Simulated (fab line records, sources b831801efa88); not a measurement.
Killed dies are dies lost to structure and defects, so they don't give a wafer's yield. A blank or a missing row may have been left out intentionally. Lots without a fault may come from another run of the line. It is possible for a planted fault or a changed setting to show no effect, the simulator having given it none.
A struck lot beside a sound one ; flow sky130 ; 15 out of 708 route steps
Sound: the wafers L105.1, L105.5, L105.6. Struck: wafer L114.6; the same lot's L114.4 was not struck, so it is left out; see the end for the cause.
At each step with rows: each side's tool, then ch and its chambers, then its first start. Under that, the readings that differ: sound wafers ; struck wafers ; difference of the means ; sigmas: that difference in standard deviations of wafers without a fault.
alike: a reading whose means differ by less than 2 such deviations, as well as words and numbers matching on both sides. not compared: withheld readings; readings where some wafer has no value; bounds like >300 that might hide an equal value; numbers whose values overlap and for which the record gives no deviation.
A row with sigmas, a row that says differs or no value, or rows on one side alone: a step with any of these is where the two part. Non-overlapping numbers with no deviation appear without sigmas and do not part them. Lack of a reading on every wafer of one side parts them only where that side has two or more wafers.

first, 1 step without rows for these wafers: SKY_POLY_GATE_CVD_03 (deposits Si3N4 from DCS/NH3, target thk 75 nm, time 1290 s).
SKY_POLY_GATE_THK_MEAS_04:
  sound: film metro-02 at day 15 14:19; struck: film metro-02 at day 18 18:34
  alike: POLY_GATE_CVD_03_THK
then, 8 steps without rows for these wafers: SKY_POLY_GATE_DEHYDRATE_05 (time 60 s); SKY_POLY_GATE_HMDS_06 (prime time 60 s); SKY_POLY_GATE_COAT_07 (resist thk 110 nm); SKY_POLY_GATE_COAT_08 (resist thk 450 nm); SKY_POLY_GATE_SOFTBAKE_09 (time 90 s); SKY_POLY_GATE_EXPOSE_10 (exposes mask P1M, target cd 150 nm); SKY_POLY_GATE_PEB_11; SKY_POLY_GATE_DEVELOP_12 (develop time 60 s).
SKY_POLY_GATE_CD_MEAS_13 targets a cd of 150 nm.
  sound: cd sem-02 at day 16 18:32; struck: cd sem-02 at day 20 01:44
  alike: cd nm
SKY_POLY_GATE_OVL_MEAS_14:
  sound: overlay-02 at day 16 18:39; struck: overlay-01 at day 20 01:49
  alike: POLY_GATE_OVL
SKY_POLY_GATE_ETCH_15: etches BARC in N2/H2, stops on SiO2, time 118.5 s, target depth 110 nm.
  sound on rie diel-03 ch 2,3, day 16 18:41; struck on rie diel-03 ch 3, day 20 01:50
reading;sound;struck;difference;sigmas
oes product au (a.u.);0.727 0.711 0.713;0.702;-0.015;-3
run length s (s);147.0 147.3 146.6;150.6;+3.6;+9
model.KrF-thick_of_POLY_GATE_COAT_08.thk nm (nm);341.3 343.6 342.1;340.4;-1.9;
model.SiO2_of_SONOS_ONO_CVD_04.thk nm (nm);4.188 4.228 4.169;3.949;-0.246;
  alike: bias w, chamber pressure mTorr, drypump motor current A, throttle valve pct
  not compared: rf hours counter h
SKY_POLY_GATE_ETCH_16: etches Si3N4 in CH3F/O2, stops on poly-Si, time 147.5 s, target depth 75 nm.
  sound on rie diel-03 ch 2,3, day 16 18:46; struck on rie diel-03 ch 3, day 20 01:55
  alike: bias w, chamber pressure mTorr, drypump motor current A, oes product au, run length s, throttle valve pct
  not compared: rf hours counter h
SKY_PAD_OPEN_PROBE_99:
  sound wafers here have rows in the record (prober-02, day 45 22:56); struck ones have none

== WHERE THEY PART ==
At SKY_POLY_GATE_ETCH_15 first; at SKY_PAD_OPEN_PROBE_99 last (within this record only).

WHY: what the simulator had put in
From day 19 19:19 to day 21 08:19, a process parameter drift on rie diel-03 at SKY_POLY_GATE_ETCH_15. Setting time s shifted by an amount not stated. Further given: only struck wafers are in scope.
